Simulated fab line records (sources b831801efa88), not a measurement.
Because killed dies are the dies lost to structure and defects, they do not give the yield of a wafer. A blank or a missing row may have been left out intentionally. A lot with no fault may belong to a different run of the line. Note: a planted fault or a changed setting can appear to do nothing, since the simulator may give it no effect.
Lot-split experiment | flow sfq_line | 23 wafers read across 5 lots, on a route 325 steps long

THE SPLIT ITSELF
At SFQ_TRILAYER_M2_LITHO_COAT_062 (resist thk 62 nm), the setting spin_rpm was moved away from the recipe's 3000 rpm on 10 of the 23 wafers read, by -7.2% to +7.4%. The other wafers ran this setting at the recipe's value.

The reading is taken at the split's own step.

THE READING
BARC_of_TRILAYER_M2_LITHO_COAT_062.thk_nm (the simulator's own value, which no gauge read), in nm, at SFQ_TRILAYER_M2_LITHO_COAT_062 (resist thk 62 nm). No usual value for it is given in the file. The 13 wafers here that ran the recipe average 62.05 nm, standard deviation 0.17 nm.

wafer  | tool, chamber at the split | spin_rpm as run, rpm | against the recipe | BARC_of_TRILAYER_M2_LITHO_COAT_062.thk_nm, nm | against lot-mates on the recipe
L077.1 | litho_track-02, 0          | 2785                 | -7.2%              | 64.31                                         | +2.34
L077.2 | litho_track-02, 0          | 3000                 | recipe             | 62.03                                         | -
L077.3 | litho_track-02, 0          | 2785                 | -7.2%              | 64.51                                         | +2.54
L077.4 | litho_track-02, 0          | 3000                 | recipe             | 61.92                                         | -
L077.5 | litho_track-02, 0          | 2785                 | -7.2%              | 64.26                                         | +2.29
L078.1 | litho_track-01, 0          | 3217                 | +7.2%              | 60.28                                         | -2.13
L078.2 | litho_track-01, 0          | 3217                 | +7.2%              | 60.29                                         | -2.12
L078.3 | litho_track-01, 0          | 3000                 | recipe             | 62.36                                         | -
L078.4 | litho_track-01, 0          | 3000                 | recipe             | 62.46                                         | -
L078.6 | litho_track-01, 0          | 3217                 | +7.2%              | 60.14                                         | -2.27
L079.1 | litho_track-02, 0          | 3222                 | +7.4%              | 59.86                                         | -2.09
L079.2 | litho_track-02, 0          | 3222                 | +7.4%              | 59.82                                         | -2.13
L079.3 | litho_track-02, 0          | 3000                 | recipe             | 61.91                                         | -
L079.4 | litho_track-02, 0          | 3000                 | recipe             | 61.97                                         | -
L079.6 | litho_track-02, 0          | 3000                 | recipe             | 61.97                                         | -
L081.1 | litho_track-03, 0          | 3000                 | recipe             | 62.11                                         | -
L081.2 | litho_track-03, 0          | 3000                 | recipe             | 62.06                                         | -
L081.5 | litho_track-03, 0          | 3000                 | recipe             | 62.06                                         | -
L081.4 | litho_track-03, 0          | 2849                 | -5.0%              | 63.81                                         | +1.73
L081.6 | litho_track-03, 0          | 2849                 | -5.0%              | 63.61                                         | +1.53
L085.3 | litho_track-02, 0          | 3000                 | recipe             | 61.85                                         | -
L085.4 | litho_track-02, 0          | 3000                 | recipe             | 61.95                                         | -
L085.6 | litho_track-02, 0          | 3000                 | recipe             | 62.03                                         | -

THE FIT
A straight line over all 23 wafers: BARC_of_TRILAYER_M2_LITHO_COAT_062.thk_nm changes by -0.295 nm for each +1% of spin_rpm; r = -0.99; the points scatter about the line by 0.19 nm.
The same after taking each lot's own level away (the mean of its wafers on the recipe; 23 wafers): -0.311 nm for each +1%; r = -1.00; scatter 0.1 nm.
On that fit, the largest move of spin_rpm shifts the reading by 2.3 nm.
From 61.943 to 62.410 nm: that is the span of the lots' own levels, equal to 2.8 times the standard deviation above.
Hence the lot-to-lot level has little effect on the slope; both slopes agree.
Check: for one of the wafers moved furthest among these (+7.4%), held out of the fit, the line's prediction against its lot-mates is -2.27 nm. It came out at -2.09 nm against them.

OTHER SPLITS APPLIED TO THESE WAFERS
Before the reading, these wafers also passed through other splits. Each is held against what the fit with the lots' levels taken away leaves over:
other split on the same wafers             | wafers away from the commonest value | r with BARC_of_TRILAYER_M2_LITHO_COAT_062.thk_nm (lot level and that fit taken away)
SFQ_TRILAYER_M1_LITHO_COAT_044 spin_rpm    | 9                                    | +0.09
SFQ_TRILAYER_M1_ETCH_METAL_ETCH_042 time_s | 6                                    | +0.22
SFQ_TRILAYER_M2_DEP_SPUTTER_055 time_s     | 8                                    | -0.17

FILE'S OWN FIT
BARC_of_TRILAYER_M2_LITHO_COAT_062.thk_nm changes by -0.308 nm for each +1% of spin_rpm, r = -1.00.
